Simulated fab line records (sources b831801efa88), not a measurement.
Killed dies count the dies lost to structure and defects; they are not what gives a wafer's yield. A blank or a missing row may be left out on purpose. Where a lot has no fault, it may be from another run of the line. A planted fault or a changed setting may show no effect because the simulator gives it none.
8D (eight disciplines) problem report, filled in by code :: flow sky130 :: the parts of the form that need people (team, actions taken, sign-off) are left out

1. PROBLEM STATEMENT
Wafers free of any fault read 1634 (standard deviation 15) for RES_XHIGH_TW at SKY_RES_XHIGH_TW_MEAS_09, against a mean of 2858 on 6 wafers of 2 lots. Relative to the usual mean, that is a shift of +82 standard deviations.
First seen on wafer L851.4, day 28 08:07, on filmMetro-01. The record holds 33 wafers of 11 lots with a number at this step. Rule for "out" (also "out of limits"): further than 4 standard deviations from the usual mean. The rest of the wafers with a number are treated as sound.

2. WHAT IT IS; WHAT IT IS NOT
question: which readings at this step
is: RES_XHIGH_TW
is not: -

question: which lots
is: L851, L852
is not: L848, L850, L853, L863, L864, L865, L867, L868, L869

question: which wafers of those lots
is: all that have a number
is not: -

question: read on which gauges
is: filmMetro-01, filmMetro-02
is not: -

question: when
is: from day 28 08:07
is not: up to then (6 sound wafers); but 21 sound wafers of L853, L863, L864, L865, L867, L868, L869 came after

3. WHAT RULES OUT EACH SUSPECT
Counting: a tool at a process step up to the reading stays a suspect if it ran every lot that is out and no sound lot after the first of them.
- the gauge at SKY_RES_XHIGH_TW_MEAS_09: ruled out. Those wafers that are out were read across 2 gauges (filmMetro-01, filmMetro-02).
- rieDiel-01 at SKY_POLY_CUT_ETCH_10 (etches BARC in N2/H2, stops on SiO2, time 45.9 s, target depth 60 nm): ruled out as a lasting fault. After its first lot that is out, L851 (day 25 21:46), sound lots L863, L865 ran on it.
- lithoTrack-04 at SKY_SD_P_COAT_02 (resist thk 1140 nm): ruled out as a lasting fault. After its first lot that is out, L851 (day 26 12:01), sound lots L853, L863, L864, L865, L867, L868 ran on it.
Left after counting: nothing in the record.

4. THE CAUSE (what the simulator had put in)
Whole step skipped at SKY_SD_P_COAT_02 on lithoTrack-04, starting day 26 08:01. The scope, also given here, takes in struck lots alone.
The count ruled it out by mistake, since the rule takes a fault to strike every lot its tool runs from the start of the fault on, and this one did not do so.

5. SEQUENCE OF EFFECTS, ordered by route
One row per reading whose mean, taken over the struck wafers that have a number, lies over 3 standard deviations from the usual. Readings are gone through only where the record gives a usual standard deviation; hours: the median, over the lots, of the time from a lot's start at the first step in this table giving one to that lot's start at this step; sigmas: the change measured in usual standard deviations.
hours: 0
step: SKY_RES_XHIGH_TW_MEAS_09
reading: RES_XHIGH_TW
usual: 1634
on struck wafers: 2858
change: +1224
sigmas: +82

hours: 446
step: SKY_PAD_OPEN_PROBE_99
reading: killedAtFrontEnd
usual: 16
on struck wafers: 417
change: +401
sigmas: +83

hours: 446
step: SKY_PAD_OPEN_PROBE_99
reading: killedDies
usual: 89
on struck wafers: 492
change: +403
sigmas: +40

hours: 446
step: SKY_PAD_OPEN_PROBE_99
reading: killedOnRim
usual: 17
on struck wafers: 96
change: +79
sigmas: +23
The process steps in it:
- SKY_PAD_OPEN_PROBE_99
Readings that are blank on the struck wafers while sound wafers have them: chillPlateTempC at SKY_SD_P_COAT_02; dispensePressureKPa at SKY_SD_P_COAT_02; spinSpeedRpm at SKY_SD_P_COAT_02; cdNm at SKY_SD_P_CD_MEAS_07.

6. HOW IT WOULD HAVE BEEN CAUGHT EARLIER
The first out-of-limits reading at a measuring or inspecting step in this record came at day 28 08:07, 48 hours after the fault's start at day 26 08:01.
Between SKY_SD_P_COAT_02 and SKY_RES_XHIGH_TW_MEAS_09, SKY_SD_P_CD_MEAS_07 gave no cdNm on the struck wafers, where sound wafers have one: a measuring or inspecting step that comes back empty is itself a sign.
At SKY_SD_P_COAT_02 the tool's readings are blank on the struck wafers, where sound wafers have them: an empty tool record is the first sign, and it was there at once.
